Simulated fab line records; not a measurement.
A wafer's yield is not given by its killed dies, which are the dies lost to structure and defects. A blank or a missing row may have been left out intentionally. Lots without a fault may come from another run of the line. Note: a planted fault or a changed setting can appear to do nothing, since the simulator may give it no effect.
fab line records | flow sky130
record: lots: 5 wafers: 15 last-day: 50
route steps=708 shown METAL5@680 PASSIVATION@681 PAD_OPEN@694
lots with no fault: from the same line, run without faults
start-h: the number of hours between the record's first day and the start of the first shown wafer of the lot | wait-h: hours elapsed since this lot's preceding step | " as in the row above | L1.1+2: a single row standing in for several wafers | - no value, or no start was given | * or withheld: withheld | < > ~ a bound
route shown NAME@n: NAME is a module with steps in the file, n the number in the route of the first one | usual: mean/standard deviation taken from wafers without a fault | same: alike in all rows | chamber/n: place in a boat | sites: readings site by site | _std_site: their standard deviation | _edge_site: mean of outer sites minus mean of inner sites | radius-mm: for every site, how far away it sits from the centre of the wafer | mask NAME#n: copy n | behind: tool/chamber where the wafer was last shaped | hold: what put the lot on hold/how long, in hours/how the hold closed | device: which transistor (n, p or np) failed to switch | end of line: at the end of the route, the tests of the same wafers | step lacking rows: just its recipe | killed: not the wafer's yield, but the dies lost to structure and defects at the first sort | map: the dies of a wafer, with x for killed, . for not killed, _ for no die there
set.NAME: the run value of the setting; set.NAME@STEP: its run value at that earlier step | model.NAME: the simulator's own value behind a step, which no gauge read
certain route steps with their lots: each step a table, each wafer a row
services: when a tool's chamber went out of use (start-h, in hours from the record's first day, below 0 if earlier), for how many hours, and the reason
== steps ==
step: SKY_METAL5_CLEAN_19
recipe: chemistry: O3/DIW dry: n2-spin
step: SKY_PASSIVATION_CVD_00
recipe: material: SiO2 target-thk-nm: 90 temp-c: 400 time-s: withheld rf-w: 600
usual: heater-power-outer-w: 427/52 heater-power-w: 699/81
columns lot.wafer tool chamber start-h wait-h heater-power-outer-w heater-power-w
L635.1 pecvd-03 2 1070.38 0.0 354 660
L635.4 " 2 " " 351 668
L635.5 " 1 " " 313 600
L634.3 pecvd-04 2 1074.57 0.0 375 681
L634.5 " 0 " " 436 723
L634.6 " 1 " " 437 723
L644.3 pecvd-04 1 1126.86 0.0 466 767
L644.5 " 2 " " 496 840
L644.6 " 0 " " 485 783
L650.1 pecvd-01 1 1161.70 0.0 401 725
L650.2 " 2 " " 436 680
L650.5 " 1 " " 411 726
L651.1 pecvd-01 0 1165.05 0.0 381 591
L651.3 " 1 " " 361 654
L651.4 " 0 " " 386 580
step: SKY_PASSIVATION_THK_MEAS_01
recipe: reads: SiO2_of_PASSIVATION_CVD_00
usual: PASSIVATION_CVD_00_THK: 90.2/1.3
columns lot.wafer tool chamber start-h wait-h PASSIVATION_CVD_00_THK[nm]
L635.1 film-metro-04 - 1070.40 - 91.8
L635.4 " - " " 92.8
L635.5 " - " " 91.1
L634.3 film-metro-04 - 1074.61 - 88.7
L634.5 " - " " 89.8
L634.6 " - " " 91.2
L644.3 film-metro-04 - 1126.90 - 89.8
L644.5 " - " " 92.1
L644.6 " - " " 92.8
L650.1 film-metro-02 - 1161.72 - 89.0
L650.2 " - " " 89.5
L650.5 " - " " 90.0
L651.1 film-metro-04 - 1165.07 - 88.0
L651.3 " - " " 89.0
L651.4 " - " " 90.1
step: SKY_PASSIVATION_CVD_02
recipe: material: Si3N4 target-thk-nm: 540 temp-c: 400 time-s: withheld rf-w: 450
usual: heater-power-outer-w: 452/70 heater-power-w: 746/93
columns lot.wafer tool chamber start-h wait-h heater-power-outer-w heater-power-w
L635.1 pecvd-04 1 1070.46 0.1 538 859
L635.4 " 2 " " 536 859
L635.5 " 0 " " 528 844
L634.3 pecvd-01 2 1074.65 0.0 516 748
L634.5 " 0 " " 338 531
L634.6 " 2 " " 401 630
L644.3 pecvd-03 1 1126.94 0.0 429 733
L644.5 " 1 " " 309 583
L644.6 " 2 " " 360 668
L650.1 pecvd-03 2 1161.78 0.1 431 775
L650.2 " 1 " " 321 574
L650.5 " 1 " " 342 629
L651.1 pecvd-04 2 1165.13 0.1 519 859
L651.3 " 0 " " 557 856
L651.4 " 1 " " 478 749
step: SKY_PASSIVATION_THK_MEAS_03
recipe: reads: Si3N4_of_PASSIVATION_CVD_02
usual: PASSIVATION_CVD_02_THK: 540/6
columns lot.wafer tool chamber start-h wait-h PASSIVATION_CVD_02_THK[nm]
L635.1 film-metro-03 - 1070.68 - 535
L635.4 " - " " 540
L635.5 " - " " 549
L634.3 film-metro-04 - 1074.90 - 537
L634.5 " - " " 543
L634.6 " - " " 544
L644.3 film-metro-03 - 1127.18 - 534
L644.5 " - " " 545
L644.6 " - " " 543
L650.1 film-metro-04 - 1162.01 - 524
L650.2 " - " " 531
L650.5 " - " " 535
L651.1 film-metro-04 - 1165.36 - 545
L651.3 " - " " 539
L651.4 " - " " 558
step: SKY_PASSIVATION_DEHYDRATE_04
recipe: temp-c: 200 time-s: 60
step: SKY_PASSIVATION_HMDS_05
recipe: prime-time-s: 60 prime-temp-c: 120
step: SKY_PASSIVATION_COAT_06
recipe: spin-rpm: 2000 resist-thk-nm: 3000
step: SKY_PASSIVATION_SOFTBAKE_07
recipe: temp-c: 110 time-s: withheld
step: SKY_PASSIVATION_EXPOSE_08
recipe: mask-id: NSM target-cd-nm: 3000 na: 0.57 dose-mj: 260
step: SKY_PASSIVATION_PEB_09
recipe: temp-c: 115 time-s: withheld
step: SKY_PASSIVATION_DEVELOP_10
recipe: develop-time-s: 60 dev-temp-c: 23
step: SKY_PASSIVATION_ETCH_11
recipe: chemistry: CF4/O2 target-depth-nm: 725 stop-on: AlCu source-w: 800 bias-w: 150 pressure-mtorr: 150 cf4-flow-sccm: 80 O2_flow_sccm: 10 time-s: 161.1
usual: drypump-motor-current-A: 5.7/0.39 oes-product-au: 0.977/0.0065 rf-fwd-power-W: 797.4/2.8 throttle-valve-pct: 5.964/0.0083
columns lot.wafer tool chamber start-h wait-h drypump-motor-current-A oes-product-au rf-fwd-power-W rf-hours-counter-h throttle-valve-pct model.PASSIVATION.feature-depth-nm model.etch.depth-nm model.coat_of_PASSIVATION_COAT_06.thk-nm
L635.1 rie-diel-04 1 1091.29 - 5.4 0.968 793.7 14 5.953 700.1 700.1 2516
L635.4 " 3 " " 5.6 0.983 801.4 19 5.961 705.8 705.8 2518
L635.5 " 3 " " 5.6 0.981 801.4 - 5.950 713.7 713.7 2515
L634.3 rie-diel-02 3 1095.34 - 4.8 0.982 795.8 24 5.953 700.3 700.3 2511
L634.5 " 1 " " 5.5 0.982 800.2 - 5.972 707.9 707.9 2509
L634.6 " 2 " " 6.0 0.973 798.6 - 5.978 710.1 710.1 2519
L644.3 rie-diel-04 1 1146.39 - 5.4 0.980 797.9 16 5.963 699.4 699.4 2532
L644.5 " 1 " " 5.4 0.980 798.6 - 5.963 712.8 712.8 2529
L644.6 " 2 " " 6.1 0.911 668.0 - 5.956 622.4 622.4 2591
L650.1 rie-diel-03 2 1178.91 - 6.1 0.967 797.4 15 5.956 688 688 2522
L650.2 " 1 " " 5.7 0.968 801.0 12 5.964 696.5 696.5 2525
L650.5 " 1 " " 5.7 0.983 796.5 - 5.974 699.9 699.9 2517
L651.1 rie-diel-03 0 1181.76 - 5.7 0.977 801.1 15 5.975 707 707 2516
L651.3 " 2 " " 6.1 0.979 795.1 15 5.963 702 702 2508
L651.4 " 1 " " 5.7 0.993 796.0 13 5.974 722.9 722.9 2520
step: SKY_PASSIVATION_STRIP_12
recipe: chemistry: O2/N2 power-w: 1400 pressure-mtorr: 1500 platen-temp-c: withheld overash-fraction: 0.7 o2-flow-sccm: 3000 n2-flow-sccm: 300
usual: drypump-motor-current-A: 5.6/0.34 oes-product-au: 0.661/0.0043 strip-time-to-endpoint-s: 31.53/0.12
same: overash-fraction: 0.7
columns lot.wafer tool chamber start-h wait-h drypump-motor-current-A oes-product-au rf-hours-counter-h strip-time-to-endpoint-s
L635.1 plasma-asher-02 0 1091.39 0.1 5.3 0.662 2 31.51
L635.4 " 1 " " 5.1 0.659 - 31.55
L635.5 " 0 " " 5.3 0.668 - 31.52
L634.3 plasma-asher-03 0 1095.47 0.1 5.6 0.658 - 31.45
L634.5 " 1 " " 5.3 0.661 - 31.44
L634.6 " 0 " " 5.6 0.666 - 31.56
L644.3 plasma-asher-04 1 1146.53 0.1 6.1 0.661 - 31.71
L644.5 " 0 " " 5.7 0.663 - 31.68
L644.6 " 1 " " 6.1 0.660 - 32.35
L650.1 plasma-asher-02 1 1179.02 0.1 5.0 0.667 11 31.58
L650.2 " 0 " " 5.3 0.655 11 31.62
L650.5 " 1 " " 5.1 0.654 - 31.53
L651.1 plasma-asher-03 1 1181.87 0.1 5.3 0.669 84 31.53
L651.3 " 0 " " 5.6 0.661 - 31.41
L651.4 " 1 " " 5.3 0.653 - 31.57
step: SKY_PAD_OPEN_DEHYDRATE_00
recipe: temp-c: 200 time-s: 60
== services ==
columns tool chamber start-h hours kind
pecvd-01 1 1052.67 1.8 repair
plasma-asher-02 - 1055.25 9.0 pm
plasma-asher-02 0 1055.25 9.0 vent-cycle
plasma-asher-02 1 1055.25 9.0 vent-cycle
plasma-asher-03 - 1063.27 0.5 repair
plasma-asher-02 0 1064.25 - clean
plasma-asher-02 1 1064.25 - clean
pecvd-01 2 1082.05 5.5 scheduled-down
rie-diel-02 0 1096.51 - clean
rie-diel-02 0 1096.51 12.5 scheduled-down
rie-diel-02 0 1096.51 12.5 vent-cycle
rie-diel-03 2 1109.53 14.5 repair
rie-diel-04 0 1112.45 5.7 repair
plasma-asher-02 - 1113.65 0.8 repair
pecvd-03 1 1117.38 5.5 scheduled-down
rie-diel-04 - 1118.09 15.6 pm
pecvd-04 - 1120.50 0.3 repair
pecvd-04 1 1150.91 4.0 repair
rie-diel-02 - 1160.21 28.1 pm
pecvd-03 2 1169.46 7.4 repair
pecvd-03 1 1172.60 2.1 scheduled-down
pecvd-03 1 1178.00 4.3 repair
== key ==
first-sign: step: SKY_PASSIVATION_ETCH_11 reading: rf-fwd-power-W direction: down sigmas: 46 usual: 797.4 struck: 668.0
effect: step: SKY_PASSIVATION_ETCH_11 reading: oes-product-au direction: down sigmas: 10 usual: 0.977 struck: 0.911
effect: step: SKY_PASSIVATION_STRIP_12 reading: strip-time-to-endpoint-s direction: up sigmas: 6.9 usual: * struck: *
model-effect: step: SKY_PASSIVATION_ETCH_11 value: PASSIVATION.feature-depth-nm without: 710.8 struck: 622.4
met-at SKY_PASSIVATION_ETCH_11
struck-wafers L644.6
sort-left-out L644.6
fault: kind: process-parameter-drift tool: rie-diel-04 chamber: 2 onset-h: 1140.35 steps: SKY_PASSIVATION_ETCH_11 channel: source-w offset: -128 shape: step end-h: 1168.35 acts-in: these-recipes-only stated: 800
sort-left-out: the simulated sort isn't trusted on such a fault, so these wafers' sort isn't shown, and their yield isn't known
